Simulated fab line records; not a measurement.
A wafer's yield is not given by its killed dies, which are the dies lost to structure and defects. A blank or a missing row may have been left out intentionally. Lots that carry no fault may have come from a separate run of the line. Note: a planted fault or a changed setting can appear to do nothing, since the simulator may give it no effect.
fab line records	flow sky130
[record] lots = 6	wafers = 18	lastDay = 49
route steps=708 shown VIA4@659 METAL5@661 PAD_OPEN@708
lots that met no fault: from a run of the same line without faults
startH: hours from the record's opening day to when the first of the lot's shown wafers began	waitH: time in hours since the lot's previous step	" the same as in the row above	L1.1+2: a row that stands for several wafers	- either no value or no given start	* or withheld: withheld	< > ~ a bound
route shown NAME@n: a module of which the file shows steps, and the number in the route of the first	usual: mean/standard deviation of fault-free wafers	same: alike in all rows	chamber/n: place in a boat	sites: readings site by site	_std_site: the standard deviation of these	_edge_site: inner sites' mean taken away from outer sites' mean	radiusMm: for every site, how far away it sits from the centre of the wafer	mask NAME#n: copy n	behind: tool/chamber where the wafer was last shaped	hold: the reason the lot was held/the length of the hold in hours/how it ended	device: the n, p or np transistor that did not switch	end of line: at the end of the route, the tests of the same wafers	for a step that has no rows: nothing shown but its recipe	killed: dies lost to structure and defects at the first sort, not the wafer's yield	map: per-die view of a wafer (x killed, . not killed, _ where there is no die)
set.NAME: setting as actually run; set.NAME@STEP: the setting as run at that earlier step	model.NAME: the simulator's own value behind a step, which no gauge read
certain route steps with their lots: each step a table, each wafer a row
services: the hour from which a tool's chamber was out of use, counted from the record's first day as startH (under 0 if before that day), plus the number of hours and why
[[steps]]
[step SKY_VIA4_THK_MEAS_20]
[recipe] thkMeasGauge = xrf	reads = W_of_VIA4_CVD_18
[usual] VIA4_W_THK = 499/9.6
lot.wafer	tool	chamber	startH	waitH	VIA4_W_THK[nm]
L269.2	filmMetro-03	-	1102.62	0.1	499
L269.3	"	-	"	"	504
L269.6	"	-	"	"	515
L267.2	filmMetro-01	-	1103.52	0.1	496
L267.5	"	-	"	"	495
L267.6	"	-	"	"	485
L272.2	filmMetro-01	-	1105.88	0.1	505
L272.5	"	-	"	"	500
L272.6	"	-	"	"	485
L273.2	filmMetro-02	-	1108.79	0.1	488
L273.5	"	-	"	"	486
L273.6	"	-	"	"	488
L280.2	filmMetro-03	-	1118.46	0.1	503
L280.4	"	-	"	"	509
L280.5	"	-	"	"	513
L281.2	filmMetro-03	-	1120.96	0.1	505
L281.3	"	-	"	"	518
L281.6	"	-	"	"	523
[step SKY_VIA4_CMP_21]
[recipe] stopOn = SiO2	tOverpolishS = 25	downForcePsi = 3.5	platenRpm = 60	targetThkNm = 0	padVelocityMS = 0.94248
[step SKY_METAL5_SPUTTER_00]
[recipe] material = Ti	targetThkNm = 15	powerW = 3000	timeS = 10	chamberPressurePa = 0.4
[usual] chamberPressurePa = 0.4000/0.00084	throttleValvePct = 30.1/1.1
lot.wafer	tool	chamber	startH	waitH	chamberPressurePa	throttleValvePct
L269.2	pvdSputter-03	-	1103.09	0.1	0.3992	31.5
L269.3	"	-	"	"	0.3998	32.1
L269.6	"	-	"	"	0.4007	30.0
L267.2	pvdSputter-03	-	1103.87	0.1	0.4002	31.5
L267.5	"	-	"	"	0.3993	31.2
L267.6	"	-	"	"	0.4013	29.7
L272.2	pvdSputter-01	-	1106.23	0.2	0.3994	28.9
L272.5	"	-	"	"	0.4001	29.0
L272.6	"	-	"	"	0.4004	30.1
L273.2	pvdSputter-04	-	1109.27	0.1	0.4011	30.4
L273.5	"	-	"	"	0.3997	29.8
L273.6	"	-	"	"	0.4020	30.5
L280.2	pvdSputter-03	-	1118.81	0.2	0.4009	32.0
L280.4	"	-	"	"	0.3994	31.4
L280.5	"	-	"	"	0.4018	31.6
L281.2	pvdSputter-04	-	1121.31	0.2	0.4008	29.8
L281.3	"	-	"	"	0.3992	28.7
L281.6	"	-	"	"	0.4008	29.9
[step SKY_METAL5_SPUTTER_01]
[recipe] material = TiN	targetThkNm = 20	powerW = 6500	timeS = 16.7	chamberPressurePa = 0.4
[step SKY_METAL5_SPUTTER_02]
[recipe] material = AlCu	targetThkNm = 1150	powerW = 10600	timeS = 61.2	chamberPressurePa = 0.4
[usual] chamberPressurePa = 0.4000/0.00092	throttleValvePct = 30.1/1.1
lot.wafer	tool	chamber	startH	waitH	chamberPressurePa	throttleValvePct
L269.2	pvdSputter-03	-	1103.14	0.0	0.3991	31.6
L269.3	"	-	"	"	0.3992	31.7
L269.6	"	-	"	"	0.3991	29.9
L267.2	pvdSputter-03	-	1103.92	0.0	0.4001	31.6
L267.5	"	-	"	"	0.4002	31.4
L267.6	"	-	"	"	0.4002	29.8
L272.2	pvdSputter-01	-	1106.28	0.0	0.4000	29.0
L272.5	"	-	"	"	0.3994	28.7
L272.6	"	-	"	"	0.4014	30.5
L273.2	pvdSputter-04	-	1109.32	0.0	0.4005	30.6
L273.5	"	-	"	"	0.4006	29.5
L273.6	"	-	"	"	0.4007	30.5
L280.2	pvdSputter-03	-	1118.86	0.0	0.4000	31.8
L280.4	"	-	"	"	0.3999	31.5
L280.5	"	-	"	"	0.3984	31.8
L281.2	pvdSputter-04	-	1121.35	0.0	0.3996	29.8
L281.3	"	-	"	"	0.4010	28.8
L281.6	"	-	"	"	0.3999	29.7
[step SKY_METAL5_SPUTTER_03]
[recipe] material = Ti	targetThkNm = 5	powerW = 3000	timeS = 3.3	chamberPressurePa = 0.4
[usual] chamberPressurePa = 0.3999/0.00072	throttleValvePct = 30.1/1
lot.wafer	tool	chamber	startH	waitH	chamberPressurePa	throttleValvePct
L269.2	pvdSputter-03	-	1103.19	0.0	0.4003	31.5
L269.3	"	-	"	"	0.4002	32.1
L269.6	"	-	"	"	0.4006	30.0
L267.2	pvdSputter-03	-	1103.97	0.0	0.3991	31.4
L267.5	"	-	"	"	0.4010	31.3
L267.6	"	-	"	"	0.4002	29.8
L272.2	pvdSputter-01	-	1106.33	0.0	0.3993	29.1
L272.5	"	-	"	"	0.3995	28.8
L272.6	"	-	"	"	0.3989	30.6
L273.2	pvdSputter-04	-	1109.37	0.0	0.4000	30.4
L273.5	"	-	"	"	0.3987	30.1
L273.6	"	-	"	"	0.4008	30.7
L280.2	pvdSputter-03	-	1118.91	0.0	0.4008	31.9
L280.4	"	-	"	"	0.4002	31.5
L280.5	"	-	"	"	0.4002	32.1
L281.2	pvdSputter-04	-	1121.41	0.0	0.3992	29.8
L281.3	"	-	"	"	0.3991	28.7
L281.6	"	-	"	"	0.3993	29.9
[step SKY_METAL5_SPUTTER_04]
[recipe] material = TiN	targetThkNm = 70	powerW = 6500	timeS = 58.3	chamberPressurePa = 0.4
[usual] chamberPressurePa = 0.4000/0.00083	throttleValvePct = 30.1/1.1
lot.wafer	tool	chamber	startH	waitH	chamberPressurePa	throttleValvePct
L269.2	pvdSputter-03	-	1103.21	0.0	0.4000	31.4
L269.3	"	-	"	"	0.3999	31.8
L269.6	"	-	"	"	0.3989	30.0
L267.2	pvdSputter-03	-	1103.99	0.0	0.4002	31.5
L267.5	"	-	"	"	0.4000	31.1
L267.6	"	-	"	"	0.4005	29.9
L272.2	pvdSputter-01	-	1106.35	0.0	0.3996	28.8
L272.5	"	-	"	"	0.4001	28.9
L272.6	"	-	"	"	0.4005	30.2
L273.2	pvdSputter-04	-	1109.39	0.0	0.3997	30.5
L273.5	"	-	"	"	0.4013	29.8
L273.6	"	-	"	"	0.4004	30.6
L280.2	pvdSputter-03	-	1118.93	0.0	0.4004	32.0
L280.4	"	-	"	"	0.4003	31.4
L280.5	"	-	"	"	0.3993	31.6
L281.2	pvdSputter-04	-	1121.42	0.0	0.3981	29.6
L281.3	"	-	"	"	0.4009	28.8
L281.6	"	-	"	"	0.3996	30.2
[step SKY_METAL5_RS_MEAS_05]
[recipe] thkMeasGauge = four-point-probe	reads = TiN_of_METAL5_SPUTTER_04+Ti_of_METAL5_SPUTTER_03+AlCu_of_METAL5_SPUTTER_02+TiN_of_METAL5_SPUTTER_01+Ti_of_METAL5_SPUTTER_00
[usual] METAL5_ALCU_RS = 0.0271/0.00041
lot.wafer	tool	chamber	startH	waitH	METAL5_ALCU_RS[ohm/sq]
L269.2	filmMetro-04	-	1103.28	0.0	0.0272
L269.3	"	-	"	"	0.0280
L269.6	"	-	"	"	0.0274
L267.2	filmMetro-03	-	1104.06	0.0	0.0272
L267.5	"	-	"	"	0.0273
L267.6	"	-	"	"	0.0275
L272.2	filmMetro-03	-	1106.42	0.0	0.0272
L272.5	"	-	"	"	0.0270
L272.6	"	-	"	"	0.0272
L273.2	filmMetro-01	-	1109.46	0.0	0.0274
L273.5	"	-	"	"	0.0269
L273.6	"	-	"	"	0.0272
L280.2	filmMetro-01	-	1119.00	0.0	0.0282
L280.4	"	-	"	"	0.0275
L280.5	"	-	"	"	0.0278
L281.2	filmMetro-01	-	1121.49	0.0	0.0267
L281.3	"	-	"	"	0.0263
L281.6	"	-	"	"	0.0266
[step SKY_METAL5_THK_MEAS_06]
[recipe] thkMeasGauge = xrf	reads = AlCu_of_METAL5_SPUTTER_02
[usual] METAL5_ALCU_THK = 1114/18
lot.wafer	tool	chamber	startH	waitH	METAL5_ALCU_THK[nm]
L269.2	filmMetro-04	-	1103.39	0.1	1105
L269.3	"	-	"	"	1081
L269.6	"	-	"	"	1107
L267.2	filmMetro-03	-	1104.17	0.1	1106
L267.5	"	-	"	"	1093
L267.6	"	-	"	"	1091
L272.2	filmMetro-03	-	1106.53	0.1	1120
L272.5	"	-	"	"	1115
L272.6	"	-	"	"	1107
L273.2	filmMetro-01	-	1109.57	0.1	1091
L273.5	"	-	"	"	1111
L273.6	"	-	"	"	1101
L280.2	filmMetro-01	-	1119.11	0.1	1059
L280.4	"	-	"	"	1091
L280.5	"	-	"	"	1079
L281.2	filmMetro-01	-	1121.60	0.1	1124
L281.3	"	-	"	"	1137
L281.6	"	-	"	"	1125
[step SKY_METAL5_DEHYDRATE_07]
[recipe] tempC = 200	timeS = 60
[step SKY_METAL5_HMDS_08]
[recipe] primeTimeS = 60	primeTempC = 120
[step SKY_METAL5_COAT_09]
[recipe] resist = NOVOLAK	spinRpm = 3000	resistThkNm = 1800
[step SKY_METAL5_SOFTBAKE_10]
[recipe] tempC = 90	timeS = 60	resist = NOVOLAK
[usual] exhaustPa = 45.2/0.86	heaterPowerTotalW = 56.60/0.045	plateTempC = 90.02/0.12
lot.wafer	tool	chamber	startH	waitH	exhaustPa	heaterPowerTotalW	plateTempC	model.NOVOLAK_of_METAL5_COAT_09.thkNm
L269.2	lithoTrack-04	0	1113.13	0.1	43.7	56.63	89.96	1794
L269.3	"	0	"	"	45.9	56.72	90.26	1793
L269.6	"	0	"	"	44.7	56.58	90.03	1792
L267.2	lithoTrack-02	0	1113.57	0.1	43.9	56.58	90.17	1804
L267.5	"	0	"	"	46.1	56.59	90.07	1799
L267.6	"	0	"	"	46.0	56.59	89.92	1801
L272.2	lithoTrack-04	0	1116.78	0.1	45.2	59.07	92.88	1783
L272.5	"	0	"	"	44.5	59.20	92.88	1782
L272.6	"	0	"	"	45.0	59.12	92.95	1783
L273.2	lithoTrack-04	0	1119.38	0.1	44.9	59.15	93.03	1783
L273.5	"	0	"	"	45.2	59.18	93.10	1786
L273.6	"	0	"	"	45.4	59.17	92.94	1782
L280.2	lithoTrack-02	0	1129.47	0.1	44.1	56.66	90.12	1795
L280.4	"	0	"	"	44.0	56.48	90.16	1802
L280.5	"	0	"	"	44.9	56.66	89.98	1802
L281.2	lithoTrack-01	0	1131.29	0.1	44.7	56.61	89.95	1801
L281.3	"	0	"	"	46.3	56.64	90.09	1798
L281.6	"	0	"	"	44.4	56.55	89.98	1797
[step SKY_METAL5_EXPOSE_11]
[recipe] maskId = MM5	na = 0.6	sourceShape = conventional	sigmaOuter = 0.6	polarization = unpolarized	targetCdNm = 1600	doseMj = 190
[step SKY_METAL5_PEB_12]
[recipe] tempC = withheld	timeS = *	resist = NOVOLAK
[step SKY_METAL5_DEVELOP_13]
[recipe] resist = NOVOLAK	developer = TMAH	developTimeS = 60	devTempC = 23
[step SKY_METAL5_DESCUM_14]
[recipe] chemistry = O2	sourcePowerW = 150	biasPowerW = 0	pressureMtorr = 10	tempC = 40	timeS = 11
[usual] drypumpMotorCurrentA = 5.6/0.54	oesProductAu = 1.003/0.014	rfFwdPowerW = 147.2/0.7
lot.wafer	tool	chamber	startH	waitH	drypumpMotorCurrentA	oesProductAu	rfFwdPowerW	rfHoursCounterH	model.NOVOLAK_of_METAL5_COAT_09.thkNm
L269.2	rieMetal-04	0	1123.06	0.1	5.8	1.007	146.6	21	1784
L269.3	"	0	"	"	5.9	1.010	146.6	-	1783
L269.6	"	0	"	"	5.9	1.003	146.7	-	1782
L267.2	rieMetal-02	0	1123.50	0.1	6.5	1.001	146.4	22	1793
L267.5	"	0	"	"	6.5	0.992	147.2	-	1788
L267.6	"	1	"	"	5.3	1.027	147.3	-	1790
L272.2	rieMetal-02	0	1126.41	0.1	6.5	0.992	146.9	22	1772
L272.5	"	1	"	"	5.3	1.019	147.8	-	1771
L272.6	"	0	"	"	6.5	1.003	147.0	-	1772
L273.2	rieMetal-02	0	1129.81	0.1	6.5	1.005	146.2	23	1773
L273.5	"	1	"	"	5.3	1.020	148.4	-	1775
L273.6	"	0	"	"	6.5	0.994	147.1	-	1772
L280.2	rieMetal-04	1	1139.81	0.1	5.2	1.003	147.9	25	1785
L280.4	"	0	"	"	5.9	1.005	146.0	-	1792
L280.5	"	1	"	"	5.3	0.988	147.5	-	1791
L281.2	rieMetal-02	0	1140.91	0.1	6.5	0.997	147.2	25	1791
L281.3	"	0	"	"	6.5	1.007	146.4	-	1787
L281.6	"	1	"	"	5.3	1.021	147.3	-	1787
[step SKY_METAL5_METAL_ETCH_15]
[recipe] targetDepthA = 12600	stopOn = SiO2	overEtchFrac = 0.2	timeS = 252	chemistry = Cl2/BCl3	resistSidewallDeg = 86	pressureMtorr = 10	icpW = 900	biasW = 48.5	Cl2_flow_sccm = 60	bcl3FlowSccm = 30
[usual] bcl3FlowSccm = 30.00/0.091	drypumpMotorCurrentA = 5.6/0.54	oesProductAu = 0.894/0.0052	rfFwdPowerW = 897/3.1	throttleValvePct = 22.265/0.009
lot.wafer	tool	chamber	startH	waitH	bcl3FlowSccm	drypumpMotorCurrentA	oesProductAu	rfFwdPowerW	rfHoursCounterH	throttleValvePct
L269.2	rieMetal-04	0	1123.10	0.0	29.90	5.8	0.888	898	22	22.255
L269.3	"	0	"	"	29.98	5.8	0.886	899	-	22.270
L269.6	"	0	"	"	29.90	5.8	0.894	897	-	22.264
L267.2	rieMetal-02	0	1123.54	0.0	30.08	6.5	0.890	894	22	22.260
L267.5	"	0	"	"	30.04	6.5	0.893	896	-	22.272
L267.6	"	1	"	"	30.09	5.3	0.895	895	-	22.279
L272.2	rieMetal-02	0	1126.45	0.0	30.16	6.5	0.901	897	22	22.257
L272.5	"	1	"	"	30.03	5.3	0.898	899	-	22.262
L272.6	"	0	"	"	30.00	6.5	0.888	900	-	22.275
L273.2	rieMetal-02	0	1129.85	0.0	29.88	6.5	0.894	896	23	22.258
L273.5	"	1	"	"	30.08	5.3	0.894	896	-	22.270
L273.6	"	0	"	"	29.91	6.5	0.881	895	-	22.264
L280.2	rieMetal-04	1	1139.85	0.0	30.01	5.2	0.885	895	25	22.260
L280.4	"	0	"	"	29.85	5.8	0.894	897	-	22.268
L280.5	"	1	"	"	30.03	5.2	0.899	892	-	22.268
L281.2	rieMetal-02	0	1140.95	0.0	29.90	6.5	0.889	896	25	22.248
L281.3	"	0	"	"	29.93	6.5	0.891	902	-	22.266
L281.6	"	1	"	"	30.04	5.3	0.896	903	-	22.283
[step SKY_PAD_OPEN_PROBE_99]
[usual] defectLimitedYield = 82.8/2	killed_at_M0_to_M3 = 42/7.3	killed_at_M4_up = 3.4/2	killedAtContacts = 24/5.8	killedAtFrontEnd = 15/4.6	killedAtOther = 0.3/0.62	killedDies = 84/9.8	killedOpen = 47/6.9	killedShort = 38/6.3	sort_bin_3_pad_short = 0.8/0.38	sort_bin_5_function = 10.2/1.5	sort_bin_6_memory = 6.2/1.1	sortNPass = 408/9.8	sortYieldPct = 82.8/2
[same] grossDies = 492	killedAtBackSide = 0	sort_bin_4_leakage[%] = 0	sort_bin_8_speed[%] = 0
lot.wafer	tool	chamber	startH	waitH	defectLimitedYield[%]	killed_at_M0_to_M3	killed_at_M4_up	killedAtContacts	killedAtFrontEnd	killedAtOther	killedDies	killedOpen	killedShort	sort_bin_3_pad_short[%]	sort_bin_5_function[%]	sort_bin_6_memory[%]	sortNPass	sortYieldPct[%]
L269.2	prober-01	-	1167.42	0.1	84.8	33	5	15	20	2	75	40	35	0.4	10.0	4.9	417	84.8
L269.3	prober-01	-	1167.47	0.2	81.3	41	6	20	25	0	92	53	39	0.4	11.2	7.1	400	81.3
L269.6	prober-01	-	1167.62	0.2	82.1	39	5	22	22	0	88	50	38	0.8	11.2	5.9	404	82.1
L267.2	prober-02	-	1168.25	0.1	83.9	42	2	13	22	0	79	52	27	0.2	9.6	6.3	413	83.9
L267.5	prober-02	-	1168.40	0.2	82.1	46	2	17	23	0	88	48	40	1.2	9.6	7.1	404	82.1
L267.6	prober-02	-	1168.45	0.2	85.4	24	2	29	16	1	72	37	35	1.4	8.1	5.1	420	85.4
L272.2	prober-01	-	1170.42	0.1	82.1	43	2	26	17	0	88	50	38	1.2	10.0	6.7	404	82.1
L272.5	prober-01	-	1170.57	0.2	81.1	38	3	30	21	1	93	50	43	0.2	11.8	6.9	399	81.1
L272.6	prober-01	-	1170.62	0.2	80.1	51	3	21	22	1	98	56	42	1.2	12.0	6.7	394	80.1
L273.2	prober-02	-	1173.00	0.1	82.7	50	5	17	13	0	85	40	45	1.0	9.8	6.5	407	82.7
L273.5	prober-02	-	1173.15	0.2	86.8	37	2	17	9	0	65	33	32	0.6	8.3	4.3	427	86.8
L273.6	prober-02	-	1173.20	0.2	80.5	49	3	26	17	1	96	43	53	1.4	11.4	6.7	396	80.5
L280.2	prober-01	-	1181.87	0.1	82.1	56	4	19	9	0	88	55	33	0.6	11.8	5.5	404	82.1
L280.4	prober-01	-	1181.97	0.2	82.1	39	2	34	13	0	88	53	35	0.8	10.0	7.1	404	82.1
L280.5	prober-01	-	1182.02	0.2	82.5	45	1	21	16	3	86	52	34	0.2	11.2	6.1	406	82.5
// killed by level:class
L269.2 CONTACT:geometricParticle:open=7 VIA1:geometricParticle:open=7 POLY_GATE:geometricParticle:short=6 POLY_GATE:geometricParticle:open=6 VIA2:geometricParticle:open=4 VIA1:geometricParticle:short=4 METAL2:geometricParticle:short=4 VIA3:geometricParticle:open=4
L269.3 POLY_GATE:geometricParticle:open=11 VIA1:geometricParticle:open=11 METAL1:geometricParticle:short=8 VIA2:geometricParticle:open=7 POLY_GATE:geometricParticle:short=5 CONTACT:geometricParticle:open=5 FIELD_ISO:geometricParticle:open=4 LI_CONTACT:geometricParticle:open=4
L269.6 VIA1:geometricParticle:open=14 LI_CONTACT:geometricParticle:open=10 POLY_GATE:geometricParticle:short=8 POLY_GATE:geometricParticle:open=6 VIA2:geometricParticle:open=6 FIELD_ISO:geometricParticle:short=5 LOCAL_INTERCONNECT:geometricParticle:short=4 CONTACT:geometricParticle:open=4
L267.2 VIA1:geometricParticle:open=19 VIA3:geometricParticle:open=7 FIELD_ISO:geometricParticle:short=5 SPACER:geometricParticle:open=5 CONTACT:geometricParticle:open=5 FIELD_ISO:geometricParticle:open=4 POLY_GATE:geometricParticle:open=4 METAL1:geometricParticle:short=4
L267.5 VIA1:geometricParticle:open=14 CONTACT:geometricParticle:open=7 FIELD_ISO:geometricParticle:open=6 VIA3:geometricParticle:open=6 VIA1:geometricParticle:short=6 METAL2:geometricParticle:short=5 VIA2:geometricParticle:short=5 POLY_GATE:geometricParticle:short=4
L267.6 CONTACT:geometricParticle:open=10 LI_CONTACT:geometricParticle:open=8 LOCAL_INTERCONNECT:geometricParticle:short=6 FIELD_ISO:geometricParticle:short=4 VIA1:geometricParticle:open=4 METAL1:geometricParticle:short=4 VIA1:geometricParticle:short=4 FIELD_ISO:geometricParticle:open=3
L272.2 LI_CONTACT:geometricParticle:open=9 CONTACT:geometricParticle:open=8 VIA1:geometricParticle:open=8 VIA1:geometricParticle:short=8 VIA2:geometricParticle:open=8 FIELD_ISO:geometricParticle:short=6 VIA3:geometricParticle:open=5 FIELD_ISO:geometricParticle:open=4
L272.5 POLY_GATE:geometricParticle:short=8 VIA1:geometricParticle:open=8 POLY_GATE:geometricParticle:open=7 LI_CONTACT:geometricParticle:open=7 CONTACT:geometricParticle:short=7 CONTACT:geometricParticle:open=6 VIA1:geometricParticle:short=5 VIA2:geometricParticle:short=5
L272.6 VIA1:geometricParticle:open=12 VIA3:geometricParticle:open=11 POLY_GATE:geometricParticle:short=10 CONTACT:geometricParticle:open=8 METAL2:geometricParticle:short=7 VIA1:geometricParticle:short=5 FIELD_ISO:geometricParticle:open=4 LI_CONTACT:geometricParticle:open=4
L273.2 METAL1:geometricParticle:short=9 CONTACT:geometricParticle:open=8 VIA1:geometricParticle:short=8 VIA1:geometricParticle:open=6 METAL4:geometricParticle:short=5 VIA2:geometricParticle:short=5 VIA2:geometricParticle:open=5 VIA3:geometricParticle:open=5
L273.5 VIA3:geometricParticle:open=8 VIA1:geometricParticle:open=7 LI_CONTACT:geometricParticle:open=6 METAL1:geometricParticle:short=5 CONTACT:geometricParticle:short=4 VIA2:geometricParticle:open=4 FIELD_ISO:geometricParticle:short=3 LOCAL_INTERCONNECT:geometricParticle:short=3
L273.6 CONTACT:geometricParticle:short=9 CONTACT:geometricParticle:open=9 VIA1:geometricParticle:open=9 METAL2:geometricParticle:short=8 FIELD_ISO:geometricParticle:short=7 VIA3:geometricParticle:open=7 VIA1:geometricParticle:short=6 VIA2:geometricParticle:short=5
L280.2 VIA1:geometricParticle:open=13 VIA2:geometricParticle:open=11 METAL2:geometricParticle:short=9 CONTACT:geometricParticle:open=9 VIA3:geometricParticle:open=7 LI_CONTACT:geometricParticle:open=5 FIELD_ISO:geometricParticle:short=3 VIA2:geometricParticle:short=3
L280.4 CONTACT:geometricParticle:open=17 LI_CONTACT:geometricParticle:open=7 VIA1:geometricParticle:open=6 VIA3:geometricParticle:open=6 METAL1:geometricParticle:short=5 LI_CONTACT:geometricParticle:short=5 CONTACT:geometricParticle:short=5 VIA2:geometricParticle:open=5
L280.5 VIA1:geometricParticle:open=11 CONTACT:geometricParticle:open=7 VIA3:geometricParticle:open=7 LI_CONTACT:geometricParticle:open=6 VIA2:geometricParticle:open=6 VIA1:geometricParticle:short=5 METAL1:geometricParticle:short=5 VIA2:geometricParticle:short=4
[[services]]
tool	chamber	startH	hours	kind
pvdSputter-04	2	1104.85	-	consumableReplace:kit
pvdSputter-04	2	1104.85	18.0	scheduledDown
pvdSputter-04	2	1104.85	18.0	ventCycle
pvdSputter-01	-	1116.66	6.5	repair
pvdSputter-03	0	1124.59	-	consumableReplace:kit
pvdSputter-03	0	1124.59	18.0	scheduledDown
pvdSputter-03	0	1124.59	18.0	ventCycle
[[key]]
[firstSign] step = SKY_METAL5_SOFTBAKE_10	reading = heaterPowerTotalW	direction = up	sigmas = 57	usual = *	struck = *
[effect] step = SKY_METAL5_SOFTBAKE_10	reading = plateTempC	direction = up	sigmas = 24	usual = *	struck = *
[modelEffect] step = SKY_METAL5_SOFTBAKE_10	value = NOVOLAK_of_METAL5_COAT_09.thkNm	without = 1797	struck = 1783
[modelEffect] step = SKY_METAL5_DESCUM_14	value = NOVOLAK_of_METAL5_COAT_09.thkNm	without = 1787	struck = 1773
metAt SKY_METAL5_SOFTBAKE_10
struckWafers L272.2,L272.5,L272.6,L273.2,L273.5,L273.6
onsetBetween 1113.13 1116.78
[fault] kind = processParameterDrift	tool = lithoTrack-04	chamber = -	onsetH = 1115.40	steps = SKY_METAL5_SOFTBAKE_10	channel = tempC	offset = *	shape = step	endH = 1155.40	actsIn = *	stated = *
